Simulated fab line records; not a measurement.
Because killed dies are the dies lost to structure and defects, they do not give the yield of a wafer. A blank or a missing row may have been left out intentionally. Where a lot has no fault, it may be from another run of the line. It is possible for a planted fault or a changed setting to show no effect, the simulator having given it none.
Chamber matching + flow gf180mcu + 4 sister chambers for GF_V4_ETCH_16 on rie-diel-01
The step etches BARC in N2/H2. 4 wafers are shown with their chamber, then 8 later ones without.

WAFERS PAIRED WITH THEIR CHAMBERS
| wafer  | chamber | drypump-motor-current-A (A) |
|--------|---------|-----------------------------|
| L086.4 | 2       | 5.5                         |
| L088.5 | 3       | 6.1                         |
| L088.6 | 0       | 5.9                         |
| L090.2 | 1       | 4.9                         |

WAFERS WHOSE CHAMBER IS MISSING
| wafer  | drypump-motor-current-A (A) |
|--------|-----------------------------|
| L090.3 | 5.8                         |
| L090.5 | 4.9                         |
| L091.3 | 4.9                         |
| L091.4 | 5.4                         |
| L091.5 | 4.9                         |
| L093.1 | 5.4                         |
| L093.2 | 4.9                         |
| L093.5 | 5.9                         |

CHAMBER TAKEN BY EACH
| wafer  | from the rows above | in truth |
|--------|---------------------|----------|
| L090.3 | 0                   | 0        |
| L090.5 | 1                   | 1        |
| L091.3 | 1                   | 1        |
| L091.4 | 2                   | 2        |
| L091.5 | 1                   | 1        |
| L093.1 | 2                   | 2        |
| L093.2 | 1                   | 1        |
| L093.5 | 0                   | 0        |
Correctly placed: 8 of 8. From these rows, 0 cannot be placed. Placed wrongly: 0.
How it was worked out, from the rows above alone: a wafer's distance from a chamber is the root of the sum, over the readings, of the square of ((its reading less the chamber's mean) divided by the reading's scatter). The wafer belongs to the nearest chamber; if the next one is less than 2 further off, it can't be placed. For every chamber, the mean is computed from those of its wafers that are shown. The scatter: root of mean squared gap, hidden wafer to nearest shown wafer, with one shown wafer a chamber.
